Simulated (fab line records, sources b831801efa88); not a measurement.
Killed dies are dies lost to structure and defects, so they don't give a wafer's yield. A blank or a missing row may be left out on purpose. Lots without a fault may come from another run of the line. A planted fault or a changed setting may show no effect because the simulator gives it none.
fab line records | flow gf180mcu
record lots=12 wafers=36 last_day=34
route steps=602 shown V4@490 V5@558
lots that met no fault: from a run of the same line without faults
start_h: hours from the record's first day to the start of the lot's first wafer shown | wait_h: hours since the lot's step before | " the same as in the row above | L1.1+2: a row that stands for several wafers | - no value, or no start given | * or withheld: withheld | < > ~ a bound
route shown NAME@n: a module of which the file shows steps, and the number in the route of the first | usual: mean/standard deviation of fault-free wafers | same: alike in all rows | chamber/n: place in a boat | sites: the reading at each site | _std_site: their standard deviation | _edge_site: outer sites' mean less inner sites' | radius_mm: how far each site lies from the wafer's centre | mask NAME#n: copy n | behind: the tool/chamber that last shaped the wafer | hold: why the lot was held/for how many hours/how that ended | device: the transistor (n, p or np) that didn't switch | end of line: the same wafers' tests at the end of the route | a step without rows: its recipe alone | killed: dies lost to structure and defects at the first sort, not the wafer's yield | map: a wafer's dies, x killed, . not, _ none there
set.NAME: the setting as run; set.NAME@STEP: as run at that earlier step | model.NAME: the simulator's own value behind a step, which no gauge read
steps of the route over a sample of lots; a table a step, a row a wafer
services: from which hour (start_h, from the record's first day; less than 0 if before it) a tool's chamber was out of use, for how many hours, and why
## steps
# step GF_V4_CD_MEAS_14
# recipe target_cd_nm=260
# usual cd_nm=259.7/1.2
# columns lot.wafer tool chamber start_h wait_h cd_nm
L837.3 cd_sem-01 - 562.93 0.1 257.7
L837.4 " - " " 256.3
L837.5 " - " " 257.1
L839.2 cd_sem-01 - 573.79 0.1 258.6
L839.4 " - " " 258.1
L839.5 " - " " 260.2
L840.3 cd_sem-02 - 593.53 0.1 260.0
L840.5 " - " " 260.4
L840.6 " - " " 261.4
L843.1 cd_sem-01 - 609.48 0.1 257.3
L843.4 " - " " 259.7
L843.5 " - " " 259.8
L842.1 cd_sem-02 - 610.52 0.1 259.9
L842.3 " - " " 259.9
L842.4 " - " " 258.7
L845.1 cd_sem-02 - 630.53 0.1 259.5
L845.2 " - " " 259.0
L845.6 " - " " 259.0
L847.1 cd_sem-02 - 643.43 0.1 259.5
L847.4 " - " " 260.4
L847.5 " - " " 259.3
L848.1 cd_sem-01 - 653.88 0.1 260.1
L848.2 " - " " 258.7
L848.5 " - " " 259.6
L849.1 cd_sem-02 - 670.37 0.1 260.6
L849.2 " - " " 260.2
L849.3 " - " " 260.9
L856.1 cd_sem-02 - 702.92 0.1 257.9
L856.4 " - " " 258.3
L856.6 " - " " 258.9
L858.1 cd_sem-01 - 718.30 0.2 259.3
L858.4 " - " " 258.8
L858.6 " - " " 259.7
L860.2 cd_sem-02 - 727.90 0.1 258.7
L860.4 " - " " 259.7
L860.6 " - " " 259.7
# step GF_V4_OVL_MEAS_15
# usual V4_OVL=-1/5.3
# columns lot.wafer tool chamber start_h wait_h V4_OVL[nm]
L837.3 overlay-01 - 563.02 0.1 -8
L837.4 " - " " -7
L837.5 " - " " -6
L839.2 overlay-02 - 573.90 0.1 1
L839.4 " - " " 1
L839.5 " - " " 4
L840.3 overlay-02 - 593.62 0.1 4
L840.5 " - " " 0
L840.6 " - " " -4
L843.1 overlay-01 - 609.60 0.1 -5
L843.4 " - " " -8
L843.5 " - " " 3
L842.1 overlay-01 - 610.64 0.1 7
L842.3 " - " " 7
L842.4 " - " " 4
L845.1 overlay-01 - 630.65 0.1 0
L845.2 " - " " -12
L845.6 " - " " -15
L847.1 overlay-01 - 643.55 0.1 0
L847.4 " - " " 4
L847.5 " - " " -7
L848.1 overlay-01 - 655.16 1.3 3
L848.2 " - " " 10
L848.5 " - " " 5
L849.1 overlay-01 - 670.49 0.1 2
L849.2 " - " " -8
L849.3 " - " " -2
L856.1 overlay-01 - 703.04 0.1 -7
L856.4 " - " " -4
L856.6 " - " " 0
L858.1 overlay-02 - 718.42 0.1 3
L858.4 " - " " -10
L858.6 " - " " -2
L860.2 overlay-01 - 728.01 0.1 1
L860.4 " - " " 1
L860.6 " - " " 5
# step GF_V5_STRIP_18
# recipe chemistry=O2/N2 power_w=1400 pressure_mtorr=1500 platen_temp_c=250 o2_flow_sccm=3000 n2_flow_sccm=300 overash_fraction=0.5
# usual drypump_motor_current_A=5.6/0.32 heater_power_w=351/26 oes_product_au=0.570/0.0051
# columns lot.wafer tool chamber start_h wait_h drypump_motor_current_A heater_power_w oes_product_au rf_hours_counter_h
L837.3 plasma_asher-02 1 629.38 - 5.6 329 0.577 -
L837.4 " 0 " " 6.0 361 0.571 -
L837.5 " 0 " " 6.0 367 0.569 -
L839.2 plasma_asher-01 0 645.78 - 5.8 312 0.576 105
L839.4 " 1 " " 5.6 394 0.575 -
L839.5 " 1 " " 5.6 375 0.561 -
L840.3 plasma_asher-04 0 659.02 - 4.9 339 0.573 -
L840.5 " 1 " " 5.8 389 0.573 -
L840.6 " 0 " " 4.9 333 0.578 -
L843.1 plasma_asher-02 1 675.11 - 5.6 327 0.573 85
L843.4 " 1 " " 5.6 318 0.569 -
L843.5 " 0 " " 6.0 369 0.569 -
L842.1 plasma_asher-01 0 676.48 - 5.8 321 0.562 109
L842.3 " 1 " " 5.6 395 0.572 -
L842.4 " 0 " " 5.8 318 0.567 -
L845.1 plasma_asher-01 1 693.39 - 5.7 388 0.578 111
L845.2 " 0 " " 5.8 307 0.571 111
L845.6 " 1 " " 5.6 384 0.574 -
L847.1 plasma_asher-02 1 702.76 - 5.6 330 0.574 89
L847.4 " 1 " " 5.6 326 0.578 -
L847.5 " 0 " " 6.0 366 0.561 -
L848.1 plasma_asher-04 1 716.93 - 5.8 388 0.570 27
L848.2 " 0 " " 4.9 341 0.570 27
L848.5 " 0 " " 4.9 336 0.568 -
L849.1 plasma_asher-02 0 729.30 - 6.0 364 0.563 92
L849.2 " 1 " " 5.6 326 0.560 92
L849.3 " 1 " " 5.6 327 0.572 -
L856.1 plasma_asher-01 0 759.23 - 5.8 321 0.577 2
L856.4 " 1 " " 5.6 388 0.571 -
L856.6 " 1 " " 5.6 373 0.561 -
L858.1 plasma_asher-02 1 771.63 - 5.6 319 0.562 97
L858.4 " 1 " " 5.6 329 0.575 -
L858.6 " 1 " " 5.6 333 0.568 -
L860.2 plasma_asher-02 1 781.74 - 5.6 329 0.571 99
L860.4 " 1 " " 5.6 330 0.567 -
L860.6 " 1 " " 5.6 328 0.579 -
# step GF_V5_CVD_23
# recipe material=W target_thk_nm=350 time_s=104.9 temp_c=400 pressure_torr=40
# usual chamber_pressure_Torr=39.99/0.091 heater_power_w=793/83 susceptor_temp_C=400.01/0.23
# columns lot.wafer tool chamber start_h wait_h chamber_pressure_Torr heater_power_w susceptor_temp_C
L837.3 cvd_w-02 0 630.02 0.1 39.88 803 400.10
L837.4 " 1 " " 39.98 663 399.84
L837.5 " 0 " " 39.88 806 399.67
L839.2 cvd_w-02 1 646.42 0.0 40.05 662 399.84
L839.4 " 0 " " 40.07 815 399.77
L839.5 " 1 " " 40.14 677 399.76
L840.3 cvd_w-01 0 659.65 0.1 40.05 897 399.75
L840.5 " 0 " " 40.07 907 400.12
L840.6 " 1 " " 40.01 800 399.41
L843.1 cvd_w-02 1 675.74 0.0 40.14 653 399.87
L843.4 " 0 " " 39.98 799 399.96
L843.5 " 0 " " 40.06 800 399.77
L842.1 cvd_w-01 1 677.15 0.0 40.07 770 400.09
L842.3 " 0 " " 39.97 907 400.32
L842.4 " 1 " " 40.17 760 400.23
L845.1 cvd_w-01 1 694.37 0.0 39.94 799 400.16
L845.2 " 0 " " 40.06 893 400.64
L845.6 " 0 " " 40.03 896 400.52
L847.1 cvd_w-02 1 703.43 0.0 39.98 669 399.54
L847.4 " 0 " " 36.81 809 400.18
L847.5 " 1 " " 40.00 682 399.84
L848.1 cvd_w-02 1 717.56 0.0 40.04 664 399.65
L848.2 " 0 " " 36.88 814 400.16
L848.5 " 1 " " 39.94 673 400.07
L849.1 cvd_w-01 0 729.93 0.0 39.97 882 399.80
L849.2 " 1 " " 40.08 765 400.16
L849.3 " 1 " " 40.08 792 400.10
L856.1 cvd_w-01 0 759.86 0.0 39.92 912 400.21
L856.4 " 1 " " 39.97 789 400.40
L856.6 " 1 " " 39.94 774 400.39
L858.1 cvd_w-01 1 772.26 0.0 39.93 783 399.72
L858.4 " 0 " " 39.97 891 400.16
L858.6 " 0 " " 40.04 908 400.38
L860.2 cvd_w-01 1 782.47 0.0 40.11 779 399.79
L860.4 " 0 " " 39.98 896 399.84
L860.6 " 0 " " 40.08 915 399.87
# step GF_V5_RS_MEAS_24
# recipe thk_meas_gauge=four-point-probe reads=W_of_V5_CVD_23+TiN_of_V5_SPUTTER_22+Ti_of_V5_SPUTTER_21
# usual V5_W_RS=0.330/0.0032
# columns lot.wafer tool chamber start_h wait_h V5_W_RS[ohm/sq]
L837.3 film_metro-01 - 630.14 0.1 0.328
L837.4 " - " " 0.330
L837.5 " - " " 0.330
L839.2 film_metro-01 - 646.55 0.1 0.333
L839.4 " - " " 0.327
L839.5 " - " " 0.328
L840.3 film_metro-01 - 659.77 0.1 0.332
L840.5 " - " " 0.331
L840.6 " - " " 0.334
L843.1 film_metro-02 - 675.86 0.1 0.332
L843.4 " - " " 0.329
L843.5 " - " " 0.330
L842.1 film_metro-02 - 677.27 0.1 0.331
L842.3 " - " " 0.332
L842.4 " - " " 0.330
L845.1 film_metro-04 - 694.48 0.1 0.336
L845.2 " - " " 0.334
L845.6 " - " " 0.334
L847.1 film_metro-01 - 703.54 0.1 0.327
L847.4 " - " " 0.340
L847.5 " - " " 0.328
L848.1 film_metro-04 - 717.68 0.1 0.334
L848.2 " - " " 0.342
L848.5 " - " " 0.331
L849.1 film_metro-02 - 730.05 0.1 0.329
L849.2 " - " " 0.329
L849.3 " - " " 0.332
L856.1 film_metro-01 - 759.98 0.1 0.330
L856.4 " - " " 0.332
L856.6 " - " " 0.336
L858.1 film_metro-04 - 772.38 0.1 0.325
L858.4 " - " " 0.326
L858.6 " - " " 0.327
L860.2 film_metro-01 - 782.60 0.1 0.328
L860.4 " - " " 0.328
L860.6 " - " " 0.331
## services
# columns tool chamber start_h hours kind
plasma_asher-04 - 664.98 2.8 pm
plasma_asher-04 - 688.95 6.3 repair
plasma_asher-01 - 733.75 9.0 pm
plasma_asher-01 0 733.75 9.0 vent_cycle
plasma_asher-01 1 733.75 9.0 vent_cycle
plasma_asher-01 0 742.75 - clean
plasma_asher-01 1 742.75 - clean
cvd_w-01 - 779.06 1.4 repair
## key
first_sign step=GF_V5_CVD_23 reading=chamber_pressure_Torr direction=down sigmas=34 usual=39.99 struck=36.85
effect step=GF_V5_RS_MEAS_24 reading=V5_W_RS direction=up sigmas=3.4 usual=0.330 struck=0.341
met_at GF_V5_CVD_23
struck_lots L847,L848
struck_wafers L847.4,L848.2
not_acting_at GF_V4_CD_MEAS_14,GF_V4_OVL_MEAS_15,GF_V5_STRIP_18
onset_between 675.74 703.43
fault kind=process_parameter_drift tool=cvd_w-02 chamber=0 onset_h=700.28 steps=GF_V5_CVD_23 channel=pressure_torr offset=-3.1507 shape=step end_h=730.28 acts_in=these_recipes_only stated=40
